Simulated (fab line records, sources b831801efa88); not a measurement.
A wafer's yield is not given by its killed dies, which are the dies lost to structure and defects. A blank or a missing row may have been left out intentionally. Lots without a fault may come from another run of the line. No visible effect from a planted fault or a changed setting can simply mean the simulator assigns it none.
fab line records | flow sfq_line
[record] lots = 7 wafers = 18 last_day = 82
route steps=325 shown I4@174 JJ@178
lots that met no fault: taken from a fault-free run of the same line
start_h: hours from the record's first day to the start of the lot's first wafer shown | wait_h: hours elapsed since this lot's preceding step | " as in the row above | L1.1+2: a row that stands for several wafers | - value missing, or start not given | * or withheld: withheld | < > ~ a bound
route shown NAME@n: a module of which the file shows steps, and the number in the route of the first | usual: mean/standard deviation taken from wafers without a fault | same: alike in all rows | chamber/n: place in a boat | sites: per-site readings | _std_site: the values' standard deviation | _edge_site: the outer-site mean with the inner-site mean subtracted | radius_mm: for every site, how far away it sits from the centre of the wafer | mask NAME#n: copy n | behind: tool/chamber where the wafer was last shaped | hold: why the lot went on hold/how many hours it stayed there/how the hold came to an end | device: the n, p or np transistor that did not switch | end of line: the route-end tests of the same wafers | step lacking rows: just its recipe | killed: at the first sort, the dies lost to defects and structure; wafer yield is something else | map: shows each die of a wafer: x if killed, . if not, _ if none is there
set.NAME: the setting that was run; set.NAME@STEP: the one run at that earlier step | model.NAME: the simulator's own value behind a step, which no gauge read
lots at some steps of the route; a table a step, a row a wafer
services: the hour from which a tool's chamber was out of use, counted from the record's first day as start_h (under 0 if before that day), plus the number of hours and why
[[steps]]
[step SFQ_TRILAYER_I4_VIA_BARC_OPEN_VIA_ETCH_146]
[recipe] mask_material = PR chemistry = O2 target_depth_nm = 125 target = BARC source_w = 500 bias_w = 80 pressure_mtorr = 30 time_s = 41.7
[usual] drypump_motor_current_A = 5.7/0.53 oes_product_au = 0.685/0.0045
// columns lot.wafer tool chamber start_h wait_h drypump_motor_current_A oes_product_au rf_hours_counter_h
L558.2 rie_diel-03 3 1226.91 0.0 5.3 0.688 10
L558.3 " 2 " " 5.7 0.681 16
L558.4 " 0 " " 5.3 0.690 15
L561.3 rie_diel-03 0 1352.93 0.0 5.3 0.686 16
L561.4 " 2 " " 5.7 0.686 18
L561.5 " 1 " " 6.7 0.678 -
L563.4 rie_diel-03 1 1364.95 0.0 6.8 0.686 -
L563.6 " 2 " " 5.7 0.688 -
L564.1 rie_diel-03 1 1375.73 0.0 6.8 0.686 14
L564.4 " 0 " " 5.3 0.674 17
L566.1 rie_diel-02 3 1391.03 0.0 6.0 0.686 5
L566.5 " 3 " " 6.0 0.681 -
L571.2 rie_diel-03 0 1473.51 0.0 5.3 0.683 19
L571.3 " 2 " " 5.7 0.681 0
L571.5 " 3 " " 5.3 0.690 -
L574.1 rie_diel-03 0 1491.51 0.0 5.3 0.676 19
L574.3 " 1 " " 6.7 0.683 17
L574.5 " 1 " " 6.8 0.674 -
[step SFQ_TRILAYER_I4_VIA_ETCH_VIA_ETCH_106]
[recipe] target = SiO2 stop_on = Nb mask_material = PR taper_deg = 20 chemistry = CHF3 target_depth_nm = 260 source_w = 500 bias_w = 80 pressure_mtorr = 30 time_s = withheld
[step SFQ_TRILAYER_I4_VIA_STRIP_STRIP_107]
[recipe] gas = O2 power_w = 200 platen_temp_c = 40 overash_fraction = 0.65 chemistry = O2 pressure_mtorr = 50
[usual] drypump_motor_current_A = 5.4/0.36 oes_product_au = 0.996/0.015
// columns lot.wafer tool chamber start_h wait_h drypump_motor_current_A oes_product_au rf_hours_counter_h
L558.2 rie_metal-04 0 1227.07 - 5.5 0.996 9
L558.3 " 1 " " 5.2 1.024 -
L558.4 " 0 " " 5.5 0.987 -
L561.3 rie_metal-04 1 1353.28 - 5.2 1.005 -
L561.4 " 0 " " 5.5 0.975 -
L561.5 " 1 " " 5.2 1.003 -
L563.4 rie_metal-03 0 1365.28 - 5.0 1.021 -
L563.6 " 0 " " 5.0 1.014 -
L564.1 rie_metal-04 1 1375.88 - 5.2 1.011 47
L564.4 " 0 " " 5.5 0.994 -
L566.1 rie_metal-01 1 1391.18 - 6.1 0.985 20
L566.5 " 1 " " 6.0 0.999 -
L571.2 rie_metal-03 1 1473.66 - 5.7 0.982 33
L571.3 " 1 " " 5.7 0.984 -
L571.5 " 0 " " 5.0 1.021 -
L574.1 rie_metal-04 1 1491.66 - 5.2 1.014 64
L574.3 " 1 " " 5.2 1.011 -
L574.5 " 0 " " 5.5 0.990 -
[step SFQ_TRILAYER_I4_VIA_STRIP_SOLV_CLEAN_108]
[recipe] chemistry = NMP temp_c = 70 time_s = 600
[step SFQ_TRILAYER_JJ_TRILAYER_DEP_PRE_CLEAN_113]
[recipe] gas = Ar time_s = 22.5 bias_v = 250
[step SFQ_TRILAYER_JJ_TRILAYER_DEP_SPUTTER_109]
[recipe] material = Nb base_pressure_pa = 1.33e-06 chamber_pressure_pa = 0.1333 substrate_temp_c = 20 target_thk_nm = 150 power_w = 2000 time_s = 100
[step SFQ_TRILAYER_JJ_TRILAYER_DEP_SPUTTER_110]
[recipe] material = Al base_pressure_pa = 1.33e-06 target_thk_nm = 8 power_w = 500 time_s = 10 chamber_pressure_pa = 0.4
[usual] throttle_valve_pct = 29.8/1.4
// columns lot.wafer tool chamber start_h wait_h throttle_valve_pct
L558.2 pvd_sputter-04 - 1227.94 0.0 30.7
L558.3 " - " " 27.2
L558.4 " - " " 28.0
L561.3 pvd_sputter-03 - 1353.96 0.0 31.6
L561.4 " - " " 28.5
L561.5 " - " " 28.5
L563.4 pvd_sputter-03 - 1365.96 0.0 28.6
L563.6 " - " " 28.7
L564.1 pvd_sputter-04 - 1376.76 0.0 31.6
L564.4 " - " " 27.4
L566.1 pvd_sputter-04 - 1392.65 0.0 30.5
L566.5 " - " " 28.2
L571.2 pvd_sputter-04 - 1474.54 0.0 28.1
L571.3 " - " " 30.7
L571.5 " - " " 30.9
L574.1 pvd_sputter-03 - 1492.54 0.0 28.2
L574.3 " - " " 31.6
L574.5 " - " " 28.3
[step SFQ_TRILAYER_JJ_TRILAYER_DEP_AL_OXIDATION_111]
[recipe] pressure_mbar = 0.014667 oxidation_time_s = 600 temperature_k = 293
[step SFQ_TRILAYER_JJ_TRILAYER_DEP_SPUTTER_112]
[recipe] material = Nb base_pressure_pa = 1.33e-06 chamber_pressure_pa = 0.1333 substrate_temp_c = 20 target_thk_nm = 170 power_w = 2000 time_s = 113.3
[step SFQ_JJ_RS_MEAS_929]
[recipe] thk_meas_gauge = four-point-probe reads = Nb_of_TRILAYER_JJ_TRILAYER_DEP_SPUTTER_112
[usual] JJ_NB_RS = 1.051/0.012
// columns lot.wafer tool chamber start_h wait_h JJ_NB_RS[ohm/sq]
L558.2 film_metro-03 - 1229.06 0.1 1.069
L558.3 " - " " 1.052
L558.4 " - " " 1.058
L561.3 film_metro-03 - 1355.10 0.1 1.058
L561.4 " - " " 1.057
L561.5 " - " " 1.055
L563.4 film_metro-02 - 1367.12 0.1 1.063
L563.6 " - " " 1.066
L564.1 film_metro-04 - 1377.86 0.0 1.050
L564.4 " - " " 1.032
L566.1 film_metro-02 - 1393.76 0.0 1.065
L566.5 " - " " 1.055
L571.2 film_metro-02 - 1475.66 0.1 1.045
L571.3 " - " " 1.054
L571.5 " - " " 1.054
L574.1 film_metro-02 - 1493.64 0.0 1.064
L574.3 " - " " 1.056
L574.5 " - " " 1.050
[step SFQ_TRILAYER_JJ_CE_LITHO_COAT_119]
[recipe] resist = BARC spin_rpm = 3000 resist_thk_nm = 62
[step SFQ_TRILAYER_JJ_CE_LITHO_COAT_114]
[recipe] resist = KrF spin_rpm = 3000 resist_thk_nm = 600
[usual] chill_plate_temp_C = 23.02/0.11
// columns lot.wafer tool chamber start_h wait_h chill_plate_temp_C model.KrF_of_TRILAYER_JJ_CE_LITHO_COAT_114.thk_nm
L558.2 litho_track-01 0 1229.57 0.2 23.05 602.1
L558.3 " 0 " " 22.92 601.4
L558.4 " 0 " " 23.07 600.8
L561.3 litho_track-01 0 1355.64 0.2 22.96 599.5
L561.4 " 0 " " 22.88 599.8
L561.5 " 0 " " 22.95 600
L563.4 litho_track-01 0 1367.69 0.2 23.00 622
L563.6 " 0 " " 22.80 600.8
L564.1 litho_track-01 0 1378.34 0.2 22.85 600.2
L564.4 " 0 " " 22.96 621.7
L566.1 litho_track-01 0 1394.24 0.2 23.22 601
L566.5 " 0 " " 23.06 622.4
L571.2 litho_track-01 0 1476.17 0.2 22.80 599.2
L571.3 " 0 " " 22.89 597.9
L571.5 " 0 " " 22.89 598.4
L574.1 litho_track-01 0 1494.12 0.2 23.09 602.2
L574.3 " 0 " " 23.19 603.8
L574.5 " 0 " " 22.93 602.1
[step SFQ_TRILAYER_JJ_CE_LITHO_SOFTBAKE_118]
[recipe] temp_c = withheld time_s = withheld resist = KrF
[step SFQ_TRILAYER_JJ_CE_LITHO_EXPOSE_115]
[recipe] mask_id = J5 na = 0.6 source_shape = conventional sigma_outer = 0.65 target_cd_nm = 700 dose_mj = 14.4
[step SFQ_TRILAYER_JJ_CE_LITHO_PEB_117]
[recipe] peb_temp_c = 115 peb_time_s = 60 resist = KrF
[step SFQ_TRILAYER_JJ_CE_LITHO_DEVELOP_116]
[recipe] time_s = 60 resist = KrF
[step SFQ_JJ_OVL_MEAS_931]
[usual] J5_OVL = 1/4.7
// columns lot.wafer tool chamber start_h wait_h J5_OVL[nm]
L558.2 overlay-02 - 1305.80 0.1 -1
L558.3 " - " " 7
L558.4 " - " " -2
L561.3 overlay-01 - 1435.09 0.1 4
L561.4 " - " " 2
L561.5 " - " " 1
L563.4 overlay-02 - 1443.49 0.1 3
L563.6 " - " " 4
L564.1 overlay-02 - 1457.88 0.1 -2
L564.4 " - " " 3
L566.1 overlay-01 - 1485.48 0.1 -2
L566.5 " - " " -3
L571.2 overlay-02 - 1577.33 0.1 -2
L571.3 " - " " -9
L571.5 " - " " -9
L574.1 overlay-01 - 1599.35 0.1 1
L574.3 " - " " 2
L574.5 " - " " -5
[step SFQ_TRILAYER_JJ_CE_METRO_MEASURE_117]
[usual] cd_nm = 700.2/1.5
// columns lot.wafer tool chamber start_h wait_h cd_nm
L558.2 cd_sem-01 - 1306.03 0.2 698.2
L558.3 " - " " 698.7
L558.4 " - " " 698.1
L561.3 cd_sem-02 - 1435.51 0.4 699.8
L561.4 " - " " 700.0
L561.5 " - " " 700.9
L563.4 cd_sem-02 - 1444.11 0.6 701.6
L563.6 " - " " 700.1
L564.1 cd_sem-02 - 1457.91 0.0 699.5
L564.4 " - " " 701.0
L566.1 cd_sem-02 - 1485.51 0.0 702.9
L566.5 " - " " 703.1
L571.2 cd_sem-01 - 1577.56 0.2 701.8
L571.3 " - " " 701.5
L571.5 " - " " 700.2
L574.1 cd_sem-02 - 1599.38 0.0 705.6
L574.3 " - " " 704.7
L574.5 " - " " 702.6
[step SFQ_TRILAYER_JJ_CE_BARC_OPEN_RIE_150]
[recipe] mask_material = PR chemistry = O2 target_depth_nm = 240 target = BARC icp_w = 600 bias_w = 80 pressure_mtorr = 10 time_s = 80
[usual] drypump_motor_current_A = 5.41/0.28 oes_product_au = 0.537/0.0048
// columns lot.wafer tool chamber start_h wait_h drypump_motor_current_A oes_product_au rf_hours_counter_h
L558.2 rie_metal-04 0 1307.03 0.8 5.50 0.538 22
L558.3 " 0 " " 5.51 0.536 -
L558.4 " 1 " " 5.18 0.536 -
L561.3 rie_metal-04 0 1436.34 0.6 5.50 0.540 -
L561.4 " 1 " " 5.18 0.546 -
L561.5 " 1 " " 5.16 0.521 -
L563.4 rie_metal-02 1 1444.74 0.4 5.89 0.538 -
L563.6 " 1 " " 5.86 0.531 -
L564.1 rie_metal-04 1 1459.11 1.0 5.19 0.528 59
L564.4 " 0 " " 5.51 0.543 -
L566.1 rie_metal-03 1 1486.71 1.0 5.67 0.535 35
L566.5 " 0 " " 5.02 0.537 -
L571.2 rie_metal-04 1 1578.56 0.8 5.19 0.528 77
L571.3 " 1 " " 5.19 0.532 -
L571.5 " 0 " " 5.46 0.543 -
L574.1 rie_metal-02 1 1600.58 1.0 5.89 0.538 92
L574.3 " 0 " " 5.64 0.544 -
L574.5 " 0 " " 5.65 0.534 -
[step SFQ_TRILAYER_JJ_CE_ETCH_RIE_118]
[recipe] target = Nb stop_on = Al2O3 mask_material = PR taper_deg = 13.257 over_etch_frac = 0.15 time_s = 97.7 chemistry = SF6 target_depth_nm = 170 icp_w = 600 bias_w = 80 pressure_mtorr = 10
[usual] drypump_motor_current_A = 5.41/0.28 oes_product_au = 0.988/0.0084
// columns lot.wafer tool chamber start_h wait_h drypump_motor_current_A oes_product_au rf_hours_counter_h model.KrF_of_TRILAYER_JJ_CE_LITHO_COAT_114.thk_nm
L558.2 rie_metal-04 0 1307.12 0.1 5.47 0.990 22 480.8
L558.3 " 0 " " 5.50 0.984 - 480.2
L558.4 " 1 " " 5.20 0.993 - 475.8
L561.3 rie_metal-04 0 1436.44 0.1 5.48 0.971 - 478.7
L561.4 " 1 " " 5.19 0.984 - 474.6
L561.5 " 1 " " 5.21 0.990 - 475.2
L563.4 rie_metal-02 1 1444.84 0.1 5.88 0.990 - 498.1
L563.6 " 1 " " 5.90 0.983 - 477
L564.1 rie_metal-04 1 1459.20 0.1 5.17 0.996 59 474.6
L564.4 " 0 " " 5.54 0.982 - 501.3
L566.1 rie_metal-03 1 1486.80 0.1 5.70 0.985 35 479.7
L566.5 " 0 " " 5.01 0.992 - 497.8
L571.2 rie_metal-04 1 1578.66 0.1 5.19 1.001 77 472.5
L571.3 " 1 " " 5.18 0.991 - 472.5
L571.5 " 0 " " 5.49 0.988 - 476.5
L574.1 rie_metal-02 1 1600.68 0.1 5.89 0.970 92 481.6
L574.3 " 0 " " 5.64 0.988 - 480.6
L574.5 " 0 " " 5.64 0.988 - 479.2
[step SFQ_TRILAYER_JJ_ANODIZE_ANODIZE_119]
[recipe] current_density_ma_cm2 = withheld end_current_density_ma_cm2 = withheld bath_temp_c = withheld
[[services]]
// columns tool chamber start_h hours kind
rie_diel-03 - 1207.90 0.5 repair
cd_sem-02 - 1240.72 0.6 pm
rie_metal-02 0 1245.67 2.5 repair
rie_diel-03 2 1293.42 1.2 repair
cd_sem-02 - 1293.57 0.6 pm
cd_sem-02 - 1298.48 5.5 pm
rie_metal-02 - 1324.52 1.4 pm
cd_sem-02 - 1329.60 4.3 repair
cd_sem-02 - 1354.87 6.2 repair
cd_sem-02 - 1361.11 0.4 pm
rie_metal-02 0 1361.30 8.1 repair
rie_diel-03 0 1362.13 3.8 repair
cd_sem-02 - 1367.50 1.1 pm
pvd_sputter-04 - 1379.86 0.6 repair
rie_diel-03 3 1391.05 6.5 repair
cd_sem-02 - 1424.72 1.6 pm
cd_sem-02 - 1426.29 5.9 pm
rie_diel-03 - 1453.16 0.4 repair
cd_sem-02 - 1477.57 0.7 pm
rie_diel-03 3 1521.67 6.2 repair
cd_sem-02 - 1544.40 0.8 pm
rie_diel-03 1 1545.50 6.1 repair
rie_metal-04 1 1552.43 3.7 repair
rie_metal-04 0 1600.27 8.1 repair
[[key]]
first_sign none at tools or gauges
[model_effect] step = SFQ_TRILAYER_JJ_CE_LITHO_COAT_114 value = KrF_of_TRILAYER_JJ_CE_LITHO_COAT_114.thk_nm without = 599.9 struck = 622
[model_effect] step = SFQ_TRILAYER_JJ_CE_ETCH_RIE_118 value = KrF_of_TRILAYER_JJ_CE_LITHO_COAT_114.thk_nm without = 476.9 struck = 499.1
met_at SFQ_TRILAYER_JJ_CE_LITHO_COAT_114
struck_wafers L563.4,L564.4,L566.5
onset_between 1355.64 1367.69
[fault] kind = process_parameter_drift tool = litho_track-01 chamber = - onset_h = 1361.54 steps = SFQ_TRILAYER_JJ_CE_LITHO_COAT_114 channel = resist_thk_nm offset = 22.167 shape = step end_h = 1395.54 scope = struck_wafers_only acts_in = these_recipes_only stated = 600
